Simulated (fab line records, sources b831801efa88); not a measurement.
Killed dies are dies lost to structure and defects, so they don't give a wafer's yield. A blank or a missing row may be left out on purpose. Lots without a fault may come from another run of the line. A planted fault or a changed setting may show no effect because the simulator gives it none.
A struck lot beside a sound one | flow sfq_line | 43 steps out of a route of 325
Sound: wafers L560.3, L560.4, L560.6. Struck: wafers L553.3, L553.4, L553.5. The cause comes at the end.
At each step with rows: each side's tool, then ch and its chambers, then its first start. Under that, the readings that differ: sound wafers | struck wafers | difference of the means | sigmas: that difference in standard deviations of wafers without a fault.
alike: readings whose means differ by less than 2 such deviations, and words and numbers that are the same on both sides. not compared: withheld readings, readings that some wafer has no value for, bounds like >300 that may hide the same value, and numbers for which the record gives no deviation and whose values overlap.
The two part at a step that has a row with sigmas, a row that says differs or no value, or rows on one side only. Numbers that don't overlap but have no deviation are shown without sigmas and don't part them. A reading that every wafer of one side lacks parts them only if that side has two wafers or more.

first, 7 steps without rows for these wafers: SFQ_TRILAYER_JJ_CE_STRIP_SOLV_CLEAN_121 (cleans in NMP, time 600 s); SFQ_TRILAYER_M5_LITHO_COAT_128 (resist thk 62 nm); SFQ_TRILAYER_M5_LITHO_COAT_123 (resist thk 600 nm); SFQ_TRILAYER_M5_LITHO_SOFTBAKE_127; SFQ_TRILAYER_M5_LITHO_EXPOSE_124 (exposes mask M5, target cd 700 nm); SFQ_TRILAYER_M5_LITHO_PEB_126 (peb time 60 s); SFQ_TRILAYER_M5_LITHO_DEVELOP_125 (time 60 s).
SFQ_M5_OVL_MEAS_932:
  sound on overlay-02, day 73 06:31; struck on overlay-02, day 68 06:33
  alike: M5_OVL
SFQ_TRILAYER_M5_BARC_OPEN_METAL_ETCH_161: etches BARC in O2, target depth 125 nm, time 41.7 s.
  sound on rie_metal-01 ch 0,1, day 73 06:34; struck on rie_metal-02 ch 0,1, day 68 06:36
  alike: chamber_pressure_mTorr, drypump_motor_current_A, oes_product_au
  not compared: rf_hours_counter_h
SFQ_TRILAYER_M5_ETCH_METAL_ETCH_126: etches Nb in Cl2/BCl3, stops on SiO2, time 203.2 s, target depth 265 nm.
  sound on rie_metal-01 ch 0,1, day 73 06:40; struck on rie_metal-02 ch 0,1, day 68 06:42
  alike: chamber_pressure_mTorr, drypump_motor_current_A, oes_product_au
  not compared: rf_hours_counter_h
SFQ_TRILAYER_M5_STRIP_STRIP_127: strips in O2.
  sound on rie_metal-01 ch 0,1, day 73 06:59; struck on rie_metal-02 ch 0,1, day 68 07:02
  alike: chamber_pressure_mTorr, drypump_motor_current_A, oes_product_au
  not compared: rf_hours_counter_h
then, 1 step without rows for these wafers: SFQ_TRILAYER_M5_STRIP_SOLV_CLEAN_128 (cleans in NMP, time 600 s).
SFQ_TRILAYER_A5B_DEP_PECVD_129: deposits SiO2 from SiH4/N2O, time 133.33 s, target thk 600 nm.
  sound on pecvd-03 ch 0,1,2, day 73 07:44; struck on pecvd-04 ch 0,1, day 68 07:36
  no value came back on the struck wafers for chamber_pressure_Torr (Torr), heater_power_outer_w (W), heater_power_w (W), throttle_valve_pct (%); on the sound wafers chamber_pressure_Torr (Torr) reads 2.395 2.397 2.401
SFQ_TRILAYER_A5B_CMP_CMP_130: polishes, stops on Nb, target thk 340.7 nm.
  sound on cmp-01 ch 0,2,3, day 73 08:50; struck on cmp-01 ch 1,2,3, day 68 08:42
  alike: motor_current_A
SFQ_TRILAYER_A5B_METRO_MEASURE_131:
  sound on film_metro-02, day 73 11:14; struck on film_metro-01, day 68 11:06
then, 3 steps without rows for these wafers: SFQ_TRILAYER_R5_DEP_SPUTTER_132 (material Ti, target thk 5 nm, time 5 s); SFQ_TRILAYER_R5_DEP_SPUTTER_133 (material MoNx, target thk 40 nm, time 66.7 s); SFQ_TRILAYER_R5_DEP_SPUTTER_134 (material Ti, target thk 5 nm, time 5 s).
SFQ_R5_RS_MEAS_933: measures by four-point-probe.
  sound on film_metro-03, day 73 12:10; struck on film_metro-02, day 68 12:02
  reading             | sound          | struck         | difference | sigmas
  R5_MONX_RS (ohm/sq) | 7.18 7.20 7.15 | 7.00 6.95 7.06 | -0.17      | -2
SFQ_R5_THK_MEAS_934: measures by xrf.
  sound on film_metro-03, day 73 12:16; struck on film_metro-02, day 68 12:08
  alike: R5_MONX_THK
then, 6 steps without rows for these wafers: SFQ_TRILAYER_R5_LITHO_COAT_141 (resist thk 62 nm); SFQ_TRILAYER_R5_LITHO_COAT_136 (resist thk 600 nm); SFQ_TRILAYER_R5_LITHO_SOFTBAKE_140; SFQ_TRILAYER_R5_LITHO_EXPOSE_137 (exposes mask R5, target cd 500 nm); SFQ_TRILAYER_R5_LITHO_PEB_139 (peb time 60 s); SFQ_TRILAYER_R5_LITHO_DEVELOP_138 (time 60 s).
-- the record jumps here: 5 days lie between the struck wafers' starts before and after --
SFQ_R5_OVL_MEAS_935:
  sound on overlay-02, day 74 01:51; struck on overlay-02, day 73 07:43
  alike: R5_OVL
then, 1 step without rows for these wafers: SFQ_TRILAYER_R5_BARC_OPEN_METAL_ETCH_177 (etches BARC in O2, target depth 125 nm, time 41.7 s).
SFQ_TRILAYER_R5_ETCH_METAL_ETCH_139: etches the open film in Cl2, stops on SiO2, target depth 60 nm, time 40 s.
  sound on rie_metal-03 ch 0,1, day 74 01:57; struck on rie_metal-02 ch 0,1, day 73 07:49
  alike: chamber_pressure_mTorr, drypump_motor_current_A, oes_product_au
  not compared: rf_hours_counter_h
then, 9 steps without rows for these wafers: SFQ_TRILAYER_R5_STRIP_STRIP_140 (strips in O2); SFQ_TRILAYER_R5_STRIP_SOLV_CLEAN_141 (cleans in NMP, time 600 s); SFQ_TRILAYER_A5C_DEP_PECVD_142 (deposits SiO2 from SiH4/N2O, time 15.556 s, target thk 70 nm); SFQ_TRILAYER_I5_LITHO_COAT_149 (resist thk 62 nm); SFQ_TRILAYER_I5_LITHO_COAT_144 (resist thk 650 nm); SFQ_TRILAYER_I5_LITHO_SOFTBAKE_148; SFQ_TRILAYER_I5_LITHO_EXPOSE_145 (exposes mask I5, target cd 700 nm); SFQ_TRILAYER_I5_LITHO_PEB_147 (peb time 60 s); SFQ_TRILAYER_I5_LITHO_DEVELOP_146 (time 60 s).
SFQ_I5_OVL_MEAS_936:
  sound on overlay-02, day 74 19:51; struck on overlay-01, day 73 22:22
  alike: I5_OVL
then, 3 steps without rows for these wafers: SFQ_TRILAYER_I5_BARC_OPEN_VIA_ETCH_200 (etches BARC in O2, target depth 125 nm, time 41.7 s); SFQ_TRILAYER_I5_ETCH_VIA_ETCH_147 (etches the open film in CHF3, stops on Nb, target depth 360 nm); SFQ_TRILAYER_I5_STRIP_STRIP_148 (strips in O2).
-- the record jumps here: 16 days lie between the struck wafers' starts before and after --
SFQ_M8_BOW_MEAS_951:
  sound on film_metro-01, day 94 03:04; struck on film_metro-01, day 89 16:29
  reading                 | sound             | struck            | difference | sigmas
  model.etest.i5.link_ohm | 2.265 2.274 2.275 | 2.138 2.099 2.114 | -0.154     |
  alike: M8_BOW

WHERE THEY PART
First at SFQ_TRILAYER_A5B_DEP_PECVD_129; last, within this record, at SFQ_R5_RS_MEAS_933. Later steps at which nothing parts them and some readings are alike: SFQ_R5_THK_MEAS_934, SFQ_R5_OVL_MEAS_935, SFQ_TRILAYER_R5_ETCH_METAL_ETCH_139, SFQ_I5_OVL_MEAS_936, SFQ_M8_BOW_MEAS_951.

WHY: what the simulator had put in
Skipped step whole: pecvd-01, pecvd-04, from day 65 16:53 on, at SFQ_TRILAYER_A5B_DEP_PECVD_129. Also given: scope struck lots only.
